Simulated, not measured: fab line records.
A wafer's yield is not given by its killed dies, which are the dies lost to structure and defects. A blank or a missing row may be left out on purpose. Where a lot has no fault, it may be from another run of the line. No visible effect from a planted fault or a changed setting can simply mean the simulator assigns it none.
fab line records ; flow sky130
record lots=13; wafers=39; last-day=50
route steps=708 shown VT_ADJUST_HVTR@139 SONOS_TUNNEL@162 LDD_LDN@297
lots that met no fault: from a run of the same line without faults
start-h: hours from the record's first day to the start of the lot's first wafer shown ; wait-h: hours elapsed since this lot's preceding step ; " as in the row above ; L1.1+2: a row that stands for several wafers ; - no value, or no start given ; * or withheld: withheld ; < > ~ a bound
route shown NAME@n: NAME is a module with steps in the file, n the number in the route of the first one ; usual: mean/standard deviation taken from wafers without a fault ; same: alike in all rows ; chamber/n: place in a boat ; sites: the reading at each site ; _std_site: standard deviation of those values ; _edge_site: mean of outer sites minus mean of inner sites ; radius-mm: how far each site lies from the wafer's centre ; mask NAME#n: copy n ; behind: the tool/chamber that last shaped the wafer ; hold: what put the lot on hold/how long, in hours/how the hold closed ; device: transistor that didn't switch, given as n, p or np ; end of line: the route-end tests of the same wafers ; for a step that has no rows: nothing shown but its recipe ; killed: dies lost to structure and defects at the first sort, not the wafer's yield ; map: dies across one wafer; x = killed, . = not, _ = none there
set.NAME: the setting as run; set.NAME@STEP: as run at that earlier step ; model.NAME: the simulator's own value behind a step, which no gauge read
a sample of lots followed through the steps of the route, with each step as a table and each wafer as a row
services: the hour from which a tool's chamber was out of use, counted from the record's first day as start-h (under 0 if before that day), plus the number of hours and why
## steps
# step SKY_VT_ADJUST_HVTR_OVL_MEAS_08
# usual VT_ADJUST_HVTR_OVL=0.7/1.3
lot.wafer;tool;chamber;start-h;wait-h;VT_ADJUST_HVTR_OVL[nm]
L706.1;overlay-01;-;200.47;0.1;1.5
L706.2;overlay-01;-;200.47;0.1;0.8
L706.5;overlay-01;-;200.47;0.1;-0.4
L707.1;overlay-01;-;211.27;0.1;-0.2
L707.2;overlay-01;-;211.27;0.1;-1.1
L707.3;overlay-01;-;211.27;0.1;-0.1
L708.1;overlay-02;-;216.06;0.1;1.3
L708.2;overlay-02;-;216.06;0.1;-1.2
L708.4;overlay-02;-;216.06;0.1;1.1
L710.1;overlay-01;-;244.92;0.1;2.5
L710.3;overlay-01;-;244.92;0.1;2.3
L710.4;overlay-01;-;244.92;0.1;2.5
L712.2;overlay-01;-;264.51;0.1;-0.7
L712.4;overlay-01;-;264.51;0.1;0.0
L712.5;overlay-01;-;264.51;0.1;-2.4
L715.3;overlay-02;-;282.83;0.1;-1.4
L715.4;overlay-02;-;282.83;0.1;-1.6
L715.6;overlay-02;-;282.83;0.1;0.7
L716.3;overlay-02;-;295.79;0.1;-1.8
L716.4;overlay-02;-;295.79;0.1;-2.3
L716.6;overlay-02;-;295.79;0.1;-0.9
L718.1;overlay-02;-;297.98;0.1;2.1
L718.2;overlay-02;-;297.98;0.1;1.2
L718.6;overlay-02;-;297.98;0.1;0.3
L717.1;overlay-02;-;298.37;0.1;-2.1
L717.5;overlay-02;-;298.37;0.1;-0.6
L717.6;overlay-02;-;298.37;0.1;0.0
L721.1;overlay-01;-;312.23;0.1;1.2
L721.4;overlay-01;-;312.23;0.1;0.6
L721.5;overlay-01;-;312.23;0.1;1.9
L725.2;overlay-01;-;344.98;0.1;2.1
L725.3;overlay-01;-;344.98;0.1;1.4
L725.6;overlay-01;-;344.98;0.1;0.2
L728.1;overlay-02;-;369.23;0.1;2.7
L728.3;overlay-02;-;369.23;0.1;0.5
L728.5;overlay-02;-;369.23;0.1;0.9
L729.2;overlay-02;-;379.64;0.1;-0.8
L729.3;overlay-02;-;379.64;0.1;1.3
L729.5;overlay-02;-;379.64;0.1;1.3
# step SKY_SONOS_TUNNEL_OVL_MEAS_08
# usual SONOS_TUNNEL_OVL=0.9/1.2
lot.wafer;tool;chamber;start-h;wait-h;SONOS_TUNNEL_OVL[nm]
L706.1;overlay-01;-;246.68;0.1;0.0
L706.2;overlay-01;-;246.68;0.1;0.2
L706.5;overlay-01;-;246.68;0.1;1.1
L707.1;overlay-01;-;258.98;0.1;1.9
L707.2;overlay-01;-;258.98;0.1;2.3
L707.3;overlay-01;-;258.98;0.1;-0.8
L708.1;overlay-01;-;264.43;0.1;1.6
L708.2;overlay-01;-;264.43;0.1;3.0
L708.4;overlay-01;-;264.43;0.1;2.8
L710.1;overlay-02;-;295.17;0.1;1.5
L710.3;overlay-02;-;295.17;0.1;0.8
L710.4;overlay-02;-;295.17;0.1;-0.6
L712.2;overlay-02;-;316.13;0.1;-0.3
L712.4;overlay-02;-;316.13;0.1;1.6
L712.5;overlay-02;-;316.13;0.1;2.9
L715.3;overlay-02;-;334.48;0.1;0.5
L715.4;overlay-02;-;334.48;0.1;2.0
L715.6;overlay-02;-;334.48;0.1;2.2
L716.3;overlay-02;-;349.78;0.1;0.6
L716.4;overlay-02;-;349.78;0.1;0.2
L716.6;overlay-02;-;349.78;0.1;0.2
L718.1;overlay-01;-;352.23;0.1;1.0
L718.2;overlay-01;-;352.23;0.1;1.9
L718.6;overlay-01;-;352.23;0.1;0.6
L717.1;overlay-02;-;352.37;0.1;-0.4
L717.5;overlay-02;-;352.37;0.1;1.5
L717.6;overlay-02;-;352.37;0.1;0.5
L721.1;overlay-02;-;368.24;0.1;-0.1
L721.4;overlay-02;-;368.24;0.1;1.4
L721.5;overlay-02;-;368.24;0.1;1.6
L725.2;overlay-01;-;402.64;0.1;3.0
L725.3;overlay-01;-;402.64;0.1;3.1
L725.6;overlay-01;-;402.64;0.1;1.1
L728.1;overlay-02;-;428.03;0.1;1.5
L728.3;overlay-02;-;428.03;0.1;2.2
L728.5;overlay-02;-;428.03;0.1;2.2
L729.2;overlay-02;-;438.59;0.1;1.4
L729.3;overlay-02;-;438.59;0.1;0.8
L729.5;overlay-02;-;438.59;0.1;0.2
# step SKY_SONOS_TUNNEL_TW_MEAS_12
# usual SONOS_TUNNEL_TW=197.1/1.3
lot.wafer;tool;chamber;start-h;wait-h;SONOS_TUNNEL_TW
L706.1;film-metro-02;-;247.14;0.0;197.5
L706.2;film-metro-02;-;247.14;0.0;196.2
L706.5;film-metro-02;-;247.14;0.0;196.5
L707.1;film-metro-01;-;259.43;0.0;198.0
L707.2;film-metro-01;-;259.43;0.0;197.7
L707.3;film-metro-01;-;259.43;0.0;198.4
L708.1;film-metro-02;-;264.88;0.0;195.5
L708.2;film-metro-02;-;264.88;0.0;195.1
L708.4;film-metro-02;-;264.88;0.0;195.4
L710.1;film-metro-01;-;295.62;0.0;198.1
L710.3;film-metro-01;-;295.62;0.0;199.0
L710.4;film-metro-01;-;295.62;0.0;198.5
L712.2;film-metro-01;-;316.58;0.0;198.6
L712.4;film-metro-01;-;316.58;0.0;197.8
L712.5;film-metro-01;-;316.58;0.0;198.5
L715.3;film-metro-03;-;334.94;0.0;197.8
L715.4;film-metro-03;-;334.94;0.0;196.6
L715.6;film-metro-03;-;334.94;0.0;197.5
L716.3;film-metro-01;-;350.25;0.0;197.8
L716.4;film-metro-01;-;350.25;0.0;198.1
L716.6;film-metro-01;-;350.25;0.0;196.4
L718.1;film-metro-01;-;352.69;0.0;197.7
L718.2;film-metro-01;-;352.69;0.0;197.8
L718.6;film-metro-01;-;352.69;0.0;198.4
L717.1;film-metro-03;-;352.83;0.0;196.7
L717.5;film-metro-03;-;352.83;0.0;196.2
L717.6;film-metro-03;-;352.83;0.0;196.7
L721.1;film-metro-02;-;368.69;0.0;195.8
L721.4;film-metro-02;-;368.69;0.0;194.4
L721.5;film-metro-02;-;368.69;0.0;195.5
L725.2;film-metro-02;-;403.11;0.0;196.2
L725.3;film-metro-02;-;403.11;0.0;195.8
L725.6;film-metro-02;-;403.11;0.0;195.4
L728.1;film-metro-02;-;428.48;0.0;194.6
L728.3;film-metro-02;-;428.48;0.0;195.5
L728.5;film-metro-02;-;428.48;0.0;196.4
L729.2;film-metro-03;-;439.07;0.0;196.1
L729.3;film-metro-03;-;439.07;0.0;196.7
L729.5;film-metro-03;-;439.07;0.0;196.2
# step SKY_LDD_LDN_IMPLANT_08
# recipe species=As; energy-kev=15; dose-cm2=1.25e+13; tilt-deg=withheld; rotation-deg=23
# usual beam-energy-keV=14.999/0.0043; faraday-current-uA=70.5/1.3
lot.wafer;tool;chamber;start-h;wait-h;beam-energy-keV;faraday-current-uA
L706.1;implanter-01;0;522.19;0.0;15.007;69.0
L706.2;implanter-01;0;522.19;0.0;14.995;70.0
L706.5;implanter-01;0;522.19;0.0;15.007;71.4
L707.1;implanter-01;0;535.09;0.0;14.993;70.3
L707.2;implanter-01;0;535.09;0.0;14.995;70.4
L707.3;implanter-01;0;535.09;0.0;14.995;71.4
L708.1;implanter-04;0;547.09;0.0;14.993;67.9
L708.2;implanter-04;0;547.09;0.0;14.996;70.5
L708.4;implanter-04;0;547.09;0.0;14.997;70.6
L710.1;implanter-03;0;580.45;0.0;14.994;72.4
L710.3;implanter-03;0;580.45;0.0;14.997;71.4
L710.4;implanter-03;0;580.45;0.0;14.990;72.6
L712.2;implanter-04;0;596.86;0.0;14.997;71.6
L712.4;implanter-04;0;596.86;0.0;15.003;69.9
L712.5;implanter-04;0;596.86;0.0;15.001;71.5
L715.3;implanter-01;0;619.75;0.1;19.651;68.7
L715.4;implanter-01;0;619.75;0.1;19.646;69.9
L715.6;implanter-01;0;619.75;0.1;19.649;68.1
L716.3;implanter-01;0;637.64;0.1;19.636;70.6
L716.4;implanter-01;0;637.64;0.1;19.647;71.0
L716.6;implanter-01;0;637.64;0.1;19.642;71.0
L717.1;implanter-01;0;639.60;0.0;19.647;70.4
L717.5;implanter-01;0;639.60;0.0;19.650;71.3
L717.6;implanter-01;0;639.60;0.0;19.653;70.1
L718.1;implanter-03;0;639.67;0.0;14.993;72.6
L718.2;implanter-03;0;639.67;0.0;14.989;72.7
L718.6;implanter-03;0;639.67;0.0;14.990;72.3
L721.1;implanter-03;0;652.30;0.0;14.991;68.9
L721.4;implanter-03;0;652.30;0.0;14.995;70.5
L721.5;implanter-03;0;652.30;0.0;15.000;71.5
L725.2;implanter-04;0;686.07;0.0;15.001;71.7
L725.3;implanter-04;0;686.07;0.0;14.997;70.2
L725.6;implanter-04;0;686.07;0.0;15.005;71.1
L728.1;implanter-01;0;706.05;0.0;15.004;69.0
L728.3;implanter-01;0;706.05;0.0;14.999;68.8
L728.5;implanter-01;0;706.05;0.0;15.006;68.0
L729.2;implanter-03;0;725.26;0.0;15.002;68.3
L729.3;implanter-03;0;725.26;0.0;15.004;72.1
L729.5;implanter-03;0;725.26;0.0;15.000;71.4
# step SKY_LDD_LDN_TW_MEAS_13
# usual LDD_LDN_TW=1479/6
lot.wafer;tool;chamber;start-h;wait-h;LDD_LDN_TW
L706.1;film-metro-04;-;522.89;0.1;1487
L706.2;film-metro-04;-;522.89;0.1;1486
L706.5;film-metro-04;-;522.89;0.1;1488
L707.1;film-metro-02;-;535.79;0.1;1478
L707.2;film-metro-02;-;535.79;0.1;1475
L707.3;film-metro-02;-;535.79;0.1;1472
L708.1;film-metro-02;-;547.79;0.1;1478
L708.2;film-metro-02;-;547.79;0.1;1476
L708.4;film-metro-02;-;547.79;0.1;1474
L710.1;film-metro-02;-;581.15;0.1;1477
L710.3;film-metro-02;-;581.15;0.1;1479
L710.4;film-metro-02;-;581.15;0.1;1473
L712.2;film-metro-02;-;597.55;0.1;1467
L712.4;film-metro-02;-;597.55;0.1;1471
L712.5;film-metro-02;-;597.55;0.1;1475
L715.3;film-metro-04;-;620.42;0.1;1513
L715.4;film-metro-04;-;620.42;0.1;1519
L715.6;film-metro-04;-;620.42;0.1;1515
L716.3;film-metro-02;-;638.31;0.1;1514
L716.4;film-metro-02;-;638.31;0.1;1507
L716.6;film-metro-02;-;638.31;0.1;1507
L717.1;film-metro-02;-;640.30;0.1;1514
L717.5;film-metro-02;-;640.30;0.1;1511
L717.6;film-metro-02;-;640.30;0.1;1516
L718.1;film-metro-04;-;640.37;0.1;1487
L718.2;film-metro-04;-;640.37;0.1;1485
L718.6;film-metro-04;-;640.37;0.1;1492
L721.1;film-metro-04;-;653.00;0.1;1476
L721.4;film-metro-04;-;653.00;0.1;1470
L721.5;film-metro-04;-;653.00;0.1;1474
L725.2;film-metro-04;-;686.76;0.1;1475
L725.3;film-metro-04;-;686.76;0.1;1472
L725.6;film-metro-04;-;686.76;0.1;1484
L728.1;film-metro-03;-;706.75;0.1;1482
L728.3;film-metro-03;-;706.75;0.1;1482
L728.5;film-metro-03;-;706.75;0.1;1478
L729.2;film-metro-04;-;725.95;0.1;1479
L729.3;film-metro-04;-;725.95;0.1;1481
L729.5;film-metro-04;-;725.95;0.1;1483
## services
tool;chamber;start-h;hours;kind
implanter-03;-;504.77;22.3;repair
implanter-01;-;567.54;2.3;pm
implanter-04;-;602.59;1.1;repair
implanter-03;-;646.83;2.3;repair
implanter-04;-;648.57;1.0;repair
implanter-04;-;658.35;2.7;pm
implanter-04;-;670.97;8.1;repair
## key
first-sign step=SKY_LDD_LDN_IMPLANT_08; reading=beam-energy-keV; direction=up; sigmas=99+; usual=*; struck=*
effect step=SKY_LDD_LDN_TW_MEAS_13; reading=LDD_LDN_TW; direction=up; sigmas=5.7; usual=1479; struck=1513
met-at SKY_LDD_LDN_IMPLANT_08
struck-lots L715,L716,L717
tester-left-out L715,L716,L717
not-acting-at SKY_VT_ADJUST_HVTR_OVL_MEAS_08,SKY_SONOS_TUNNEL_OVL_MEAS_08,SKY_SONOS_TUNNEL_TW_MEAS_12
onset-between 535.09 619.75
fault kind=process-parameter-drift; tool=implanter-01; chamber=-; onset-h=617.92; steps=SKY_LDD_LDN_IMPLANT_08; channel=energy-kev; offset=*; shape=step; end-h=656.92; acts-in=*; stated=*
# tester-left-out: of these lots the tester's yield and bins aren't shown, on N5 and GAA mostly nor the transistor test; their killed dies are dies lost to structure and defects alone, not to doping, threshold or leakage, so they don't give the yield
